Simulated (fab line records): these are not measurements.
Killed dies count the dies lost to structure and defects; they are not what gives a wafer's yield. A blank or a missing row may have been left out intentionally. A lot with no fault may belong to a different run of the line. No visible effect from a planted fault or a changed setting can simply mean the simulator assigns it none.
The tool behind it: which one? + flow sky130 + Sampling: 12 lots, 36 wafers, 2 of 708 route steps

WHAT THE GAUGES SHOWED, per wafer
SKY_VIA3_RS_MEAS_22: uses a four-point probe to measure. Usual: VIA3_W_RS gives 0.2953 ohm/sq (standard deviation 0.0027).
| lot  | measured     | on            | VIA3_W_RS (ohm/sq)   | flag |
|------|--------------|---------------|----------------------|------|
| L924 | day 39 16:49 | film_metro-03 | 0.2973 0.2947 0.2956 |      |
| L925 | day 39 21:19 | film_metro-04 | 0.2943 0.2957 0.2948 |      |
| L926 | day 39 23:13 | film_metro-04 | 0.2922 0.2930 0.2935 |      |
| L928 | day 40 22:36 | film_metro-04 | 0.2966 0.2953 0.2944 |      |
| L929 | day 41 04:40 | film_metro-03 | 0.2965 0.2992 0.2954 |      |
| L930 | day 41 07:01 | film_metro-01 | 0.2984 0.2940 0.2963 |      |
| L931 | day 41 17:56 | film_metro-04 | 0.2942 0.2979 0.2993 |      |
| L932 | day 42 03:33 | film_metro-04 | 0.2947 0.2932 0.2930 |      |
| L933 | day 42 08:02 | film_metro-04 | 0.2993 0.3000 0.2958 |      |
| L935 | day 43 02:43 | film_metro-03 | 0.2950 0.2932 0.2986 |      |
| L938 | day 43 19:24 | film_metro-04 | 0.2967 0.2941 0.2965 |      |
| L942 | day 45 00:35 | film_metro-01 | 0.2884 0.2956 0.2941 |      |

WHICH TOOL RAN EACH LOT (tool, then ch and the chambers of the sampled wafers, then the start)
| lot  | SKY_VIA2_ETCH_15                   |
|------|------------------------------------|
| L924 | rie_diel-04 ch 0,1,3, day 36 08:22 |
| L925 | rie_diel-03 ch 0,1,2, day 36 11:52 |
| L926 | rie_diel-01 ch 0,2, day 36 16:25   |
| L928 | rie_diel-04 ch 0,1,3, day 37 15:01 |
| L929 | rie_diel-03 ch 0,3, day 37 22:58   |
| L930 | rie_diel-04 ch 0,1,2, day 37 23:55 |
| L931 | rie_diel-01 ch 0,1,3, day 38 11:58 |
| L932 | rie_diel-01 ch 1,2, day 38 21:04   |
| L933 | rie_diel-04 ch 0,1, day 39 02:19   |
| L935 | rie_diel-03 ch 1,2,3, day 39 21:58 |
| L938 | rie_diel-03 ch 1,2, day 40 16:11   |
| L942 | rie_diel-03 ch 0,1,3, day 41 22:19 |
- SKY_VIA2_ETCH_15: etches SiO2 in C4F8/O2/Ar, stops on TiN, target depth 546 nm, time 84 s.

WHAT THE TOOLS THEMSELVES READ (means of the sampled wafers that have a number; where no wafer has one, the mark that the record gives instead)
SKY_VIA2_ETCH_15. Usual: oes_product_au at 0.940 a.u., with a standard deviation of 0.005.
| lot  | tool        | oes_product_au (a.u.) | flag |
|------|-------------|-----------------------|------|
| L924 | rie_diel-04 | 0.937                 |      |
| L925 | rie_diel-03 | 0.947                 |      |
| L926 | rie_diel-01 | 0.938                 |      |
| L928 | rie_diel-04 | 0.940                 |      |
| L929 | rie_diel-03 | 0.936                 |      |
| L930 | rie_diel-04 | 0.940                 |      |
| L931 | rie_diel-01 | 0.944                 |      |
| L932 | rie_diel-01 | 0.941                 |      |
| L933 | rie_diel-04 | 0.940                 |      |
| L935 | rie_diel-03 | 0.940                 |      |
| L938 | rie_diel-03 | 0.938                 |      |
| L942 | rie_diel-03 | 0.938                 |      |

THE ANSWER, worked out from the rows above alone
Rule: a lot is off if the mean of its wafers that have a number lies more than 3 standard deviations from the usual mean. Also off: a lot with no number at a reading for which 4 or more lots have one. All remaining lots with rows at the step are treated as sound. After the gauges, taken in route order, come the tools' own readings; for these a lot's mean is taken, as printed above. At the first step where some lot is off, the reading lying furthest off is the one used; lots without a number count as furthest.
Across all readings shown, no lot is off: no conclusion can be drawn from this.

WHAT WAS PUT IN BY THE SIMULATOR
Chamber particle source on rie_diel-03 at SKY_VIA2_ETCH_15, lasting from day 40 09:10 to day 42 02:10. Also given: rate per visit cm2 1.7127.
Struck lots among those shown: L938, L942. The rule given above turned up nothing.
